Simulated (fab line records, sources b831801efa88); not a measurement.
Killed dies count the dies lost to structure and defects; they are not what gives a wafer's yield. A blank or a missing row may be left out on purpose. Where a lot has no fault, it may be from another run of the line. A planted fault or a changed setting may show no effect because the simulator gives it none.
Chamber matching	flow gf180mcu	4 sister chambers for GF_V3_ETCH_16 on rie-diel-04
The step etches BARC in N2/H2. 4 wafers are shown with their chamber, then 8 later ones without.

## WAFERS PAIRED WITH THEIR CHAMBERS
wafer	chamber	drypump-motor-current-A (A)
L082.2	2	6.1
L087.4	3	5.1
L089.3	0	6.0
L092.1	1	5.5

## WAFERS WITH NO CHAMBER GIVEN
wafer	drypump-motor-current-A (A)
L092.2	6.0
L092.6	5.1
L095.1	6.0
L095.4	6.1
L095.6	5.4
L096.1	6.1
L096.4	5.1
L096.5	6.0

## THE CHAMBER EACH PASSED THROUGH
wafer	from the rows above	in truth
L092.2	0	0
L092.6	3	3
L095.1	0	0
L095.4	2	2
L095.6	1	1
L096.1	2	2
L096.4	3	3
L096.5	0	0
Placed correctly: 8 of 8. Number that these rows cannot place: 0. 0 placed wrongly.
How it was worked out, from the rows above alone: a wafer's distance from a chamber is the root of the sum, over the readings, of the square of ((its reading less the chamber's mean) divided by the reading's scatter). The wafer belongs to the nearest chamber; if the next one is less than 2 further off, it can't be placed. The mean given for a chamber averages the wafers shown for that chamber. The scatter: with one shown wafer a chamber, the root of the mean of the squares of how far each hidden wafer lies from its nearest shown one.
